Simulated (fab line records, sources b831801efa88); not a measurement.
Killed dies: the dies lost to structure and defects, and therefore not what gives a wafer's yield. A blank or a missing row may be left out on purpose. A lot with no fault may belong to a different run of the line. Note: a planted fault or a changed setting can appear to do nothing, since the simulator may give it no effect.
Which tool did it?    flow gf180mcu    33 wafers from 11 lots sampled at 5 of the route's 602 steps

WHAT THE GAUGES SHOWED, per wafer
GF_STI_THK_MEAS_04. Usual: STI_CVD_03_THK 207.7 nm, standard deviation 1.8.
lot   measured     on            STI_CVD_03_THK (nm)  flag
L862  day 1 18:34  filmMetro-04  205.9 207.4 207.1    
L864  day 2 04:34  filmMetro-03  207.7 207.2 207.6    
L865  day 2 09:34  filmMetro-03  209.6 209.6 208.9    
L867  day 2 19:34  filmMetro-02  206.9 206.8 209.0    
L868  day 3 01:50  filmMetro-03  204.6 205.0 206.5    
L869  day 3 06:11  filmMetro-02  207.6 208.9 209.5    
L870  day 3 10:34  filmMetro-04  217.3 217.6 218.2    OFF
L871  day 3 16:02  filmMetro-02  219.8 220.9 220.4    OFF
L872  day 3 20:39  filmMetro-04  208.8 207.8 206.3    
L881  day 5 19:01  filmMetro-04  208.7 209.8 208.3    
L883  day 6 03:35  filmMetro-04  206.3 209.0 207.3    

GF_CONTACT_THK_MEAS_03. Usual: CONTACT_CVD_02_THK 864 nm, standard deviation 9.5.
lot   measured      on            CONTACT_CVD_02_THK (nm)  flag
L862  day 15 13:16  filmMetro-04  859 849 869              
L864  day 16 07:22  filmMetro-04  850 849 858              
L865  day 16 18:31  filmMetro-01  875 879 881              
L867  day 17 07:57  filmMetro-04  848 866 877              
L868  day 17 21:53  filmMetro-03  855 854 866              
L869  day 18 09:29  filmMetro-04  851 859 863              
L870  day 18 20:37  filmMetro-03  858 865 873              
L871  day 19 00:21  filmMetro-01  867 868 864              
L872  day 19 11:59  filmMetro-04  875 876 884              
L881  day 22 12:11  filmMetro-04  859 873 875              
L883  day 23 03:21  filmMetro-03  864 863 875              

GF_CONTACT_BOW_MEAS_05. Usual: CONTACT_BOW 66 um, standard deviation 7.
lot   measured      on            CONTACT_BOW (um)  flag
L862  day 15 13:37  filmMetro-01  56 81 64          
L864  day 16 07:44  filmMetro-03  62 57 64          
L865  day 16 18:52  filmMetro-03  77 70 66          
L867  day 17 08:19  filmMetro-04  68 64 68          
L868  day 18 00:49  filmMetro-03  64 74 61          
L869  day 18 09:51  filmMetro-03  72 76 76          
L870  day 18 20:59  filmMetro-03  60 75 52          
L871  day 19 00:44  filmMetro-04  72 55 65          
L872  day 19 12:22  filmMetro-04  76 66 72          
L881  day 22 12:34  filmMetro-03  66 59 68          
L883  day 23 03:44  filmMetro-04  69 57 62          

WHAT TOOL EACH LOT RAN ON (gives the tool, then ch and the chambers of the sampled wafers, and finally the start)
lot   GF_STI_CVD_03               GF_STI_ETCH_13
L862  lpcvd-02 ch 0, day 1 16:34  rieDiel-03 ch 0,1,3, day 2 06:48
L864  lpcvd-01 ch 0, day 2 02:34  rieDiel-04 ch 0,1,3, day 2 16:41
L865  lpcvd-01 ch 1, day 2 07:34  rieDiel-01 ch 0,2,3, day 2 21:16
L867  lpcvd-01 ch 0, day 2 17:34  rieDiel-03 ch 0,2,3, day 3 08:15
L868  lpcvd-02 ch 0, day 2 23:50  rieDiel-01 ch 2,3, day 3 14:41
L869  lpcvd-02 ch 0, day 3 04:11  rieDiel-03 ch 0,1,2, day 3 19:33
L870  lpcvd-02 ch 0, day 3 08:34  rieDiel-04 ch 0,2,3, day 4 00:00
L871  lpcvd-02 ch 0, day 3 14:01  rieDiel-03 ch 0,1,2, day 4 05:12
L872  lpcvd-01 ch 0, day 3 18:40  rieDiel-03 ch 0,1,3, day 4 09:59
L881  lpcvd-01 ch 0, day 5 17:01  rieDiel-01 ch 0,2, day 6 09:38
L883  lpcvd-01 ch 0, day 6 01:34  rieDiel-01 ch 0,1,2, day 6 18:49
- GF_STI_CVD_03: deposits Si3N4 from DCS/NH3, target thk 207.16 nm, time 3551 s.
- GF_STI_ETCH_13: etches the open film in CHF3/O2, stops on Si, target depth 282.31 nm, time 112.9 s.

AS READ BY THE TOOLS THEMSELVES (means over the sampled wafers that have a number; for cases with no such wafer, the mark the record gives instead)
GF_STI_CVD_03. Usual: pressureMtorr 250.0 mTorr, standard deviation 0.55; spikeTcLowerC 769.8 C, standard deviation 1.4.
lot   tool      pressureMtorr (mTorr)  spikeTcLowerC (C)  flag
L862  lpcvd-02  250.4                  770.8              
L864  lpcvd-01  248.8                  767.3              
L865  lpcvd-01  250.5                  771.3              
L867  lpcvd-01  250.9                  768.3              
L868  lpcvd-02  249.9                  770.9              
L869  lpcvd-02  250.2                  771.3              
L870  lpcvd-02  299.9                  769.7              OFF
L871  lpcvd-02  299.8                  771.0              OFF
L872  lpcvd-01  249.7                  768.6              
L881  lpcvd-01  249.7                  768.7              
L883  lpcvd-01  250.7                  767.6              

GF_STI_ETCH_13. Usual: O2_flow_sccm 4.999 sccm, standard deviation 0.014; biasW 200.1 W, standard deviation 0.6; chf3FlowSccm 50.00 sccm, standard deviation 0.15; drypumpMotorCurrentA 5.6 A, standard deviation 0.48; oesProductAu 0.833 a.u., standard deviation 0.0058; throttleValvePct 8.810 %, standard deviation 0.0091.
lot   tool        O2_flow_sccm (sccm)  biasW (W)  chf3FlowSccm (sccm)  drypumpMotorCurrentA (A)  oesProductAu (a.u.)  throttleValvePct (%)  flag
L862  rieDiel-03  4.981                200.3      50.10                5.2                       0.829                8.810                 
L864  rieDiel-04  5.002                200.5      49.98                6.0                       0.835                8.802                 
L865  rieDiel-01  5.008                200.3      50.07                6.1                       0.836                8.811                 
L867  rieDiel-03  5.002                200.3      50.05                5.1                       0.833                8.810                 
L868  rieDiel-01  5.001                200.0      50.01                5.9                       0.829                8.803                 
L869  rieDiel-03  4.996                200.3      49.96                5.4                       0.839                8.800                 
L870  rieDiel-04  4.996                199.9      49.80                5.9                       0.854                8.827                 OFF
L871  rieDiel-03  5.000                200.0      49.96                5.4                       0.862                8.816                 OFF
L872  rieDiel-03  4.993                200.0      49.96                5.2                       0.829                8.812                 
L881  rieDiel-01  5.001                199.7      50.09                6.0                       0.836                8.813                 
L883  rieDiel-01  4.998                200.0      49.94                5.9                       0.833                8.814                 

THE ANSWER, worked out from the rows above alone
Rule: a lot is off if the mean of its wafers that have a number lies more than 3 standard deviations from the usual mean. Also off: a lot with no number at a reading for which 4 or more lots have one. The other lots that the step has rows for count as sound. First the gauges in route order, then the tools' own readings, where a lot's mean is used as printed above. The first step at which some lot is off is used, and at that step the reading that is off furthest; a lot without a number counts as furthest.
Off: at GF_STI_THK_MEAS_04 (STI_CVD_03_THK), L870, L871.
If a tool, at a process step before that reading, ran all the lots that are off and no sound lot after the first of them, it fits. The gauges at GF_STI_THK_MEAS_04 aren't tried: what is off there is off at GF_STI_CVD_03 too, on other tools, and a gauge's error can't cause that. One candidate fits, namely lpcvd-02 at GF_STI_CVD_03. Its last sound lot is L869 (day 3 04:11), its first lot that is off L870 (day 3 08:34): a fault that began between those two fits.
On the lots that are off, the tool's own readings at GF_STI_CVD_03 differ by more than 5 times the standard deviation of the sound lots' means, which bears it out; pressureMtorr reads 299.9 mTorr there versus 250.1 mTorr on the sound lots.

WHAT THE SIMULATOR HAD INSERTED
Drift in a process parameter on lpcvd-02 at GF_STI_CVD_03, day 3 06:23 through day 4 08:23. From 250, the setting pressureMtorr moved by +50. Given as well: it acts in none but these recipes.
Lots struck among those shown: L870, L871. This agrees with what the rule above found.
